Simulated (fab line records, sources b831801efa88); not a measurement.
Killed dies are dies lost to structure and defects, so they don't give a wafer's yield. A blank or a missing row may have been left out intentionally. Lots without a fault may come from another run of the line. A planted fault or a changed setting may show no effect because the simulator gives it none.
The same fault as seen by 2 desks | flow gf180mcu | numbers are kept per desk, each desk with only its own; the story behind them comes last

FOR THE TOOL OWNER'S DESK: pvdSputter-02
The tool's own readings at GF_MIM_SPUTTER_08 (material AlCu, target thk 200 nm, time 10.6 s): means of the sampled wafers that have a number, for each lot that ran on this tool. The brackets show how far a lot's mean lies from the usual mean; more than 4 standard deviations puts the lot out of limits, marked OUT.
Columns: A = cathodeDcPowerW at GF_MIM_SPUTTER_08, usual 10600 W; B = throttleValvePct at GF_MIM_SPUTTER_08, usual 29.6 %
lot  | first seen here | A     | B
L422 | day 25 02:23    | 10600 | 29.5
L424 | day 25 19:07    | 10600 | 28.8
L426 | day 26 12:08    | 10602 | 29.2
L429 | day 27 14:17    | 10601 | 29.0
L430 | day 27 19:27    | 10599 | 28.7
L431 | day 28 00:32    | 10599 | 28.7
L437 | day 29 22:02    | 10600 | 29.6
L443 | day 31 11:51    | 10601 | 29.6
Finding of this desk: none of the 8 lots has anything out of limits.

THE METROLOGY DESK
Means of the sampled wafers that have a number, per lot and without regard to the tool the lot ran on: this is what the gauges read. The brackets show how far a lot's mean lies from the usual mean; more than 4 standard deviations puts the lot out of limits, marked OUT.
Columns: A = V4_W_THK at GF_V4_THK_MEAS_25, usual 351 nm; B = MIM_ALCU_RS at GF_MIM_RS_MEAS_10, usual 0.1605 ohm/sq; C = MIM_ALCU_THK at GF_MIM_THK_MEAS_11, usual 199.7 nm; D = M5_OVL at GF_M5_OVL_MEAS_08, usual -1 nm
lot  | first seen here | A   | B                 | C                | D
L422 | day 25 01:40    | 349 | 0.1604            | 199.4            | -2
L424 | day 25 18:23    | 347 | 0.1612            | 199.4            | -1
L426 | day 26 11:25    | 348 | 0.1608            | 199.5            | 5
L427 | day 26 20:37    | 342 | 0.1619            | 197.7            | -10
L429 | day 27 13:32    | 347 | 0.1610            | 199.2            | 6
L430 | day 27 18:44    | 348 | 0.1623            | 196.5            | -2
L431 | day 27 23:50    | 359 | 0.1613            | 197.9            | 2
L437 | day 29 19:25    | 356 | 0.1618            | 198.0            | 9
L438 | day 30 06:55    | 351 | 0.1582            | 202.1            | -1
L443 | day 31 10:47    | 349 | 0.1714 (+5.2) OUT | 187.6 (-4.5) OUT | -1
This desk's result: L443 out of limits, first on L443 (MIM_ALCU_RS at GF_MIM_RS_MEAS_10), day 31 11:55. In limits: L422, L424, L426, L427, L429, L430, L431, L437, L438.

TAKEN TOGETHER
The metrology desk could have raised an alarm at day 31 11:55, on L443.
The tool owner's desk saw nothing out of limits.
The tool owner's desk has L443 on record, within its limits.
Of the lots named, all ran GF_MIM_SPUTTER_08 on pvdSputter-02.

WHAT HAD BEEN PUT IN BY THE SIMULATOR
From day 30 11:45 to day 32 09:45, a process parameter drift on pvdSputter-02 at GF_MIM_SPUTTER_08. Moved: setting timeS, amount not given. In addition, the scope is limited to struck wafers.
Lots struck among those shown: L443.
Time in hours between the start of the fault and the first out-of-limits reading at each desk: metrology desk, 24.
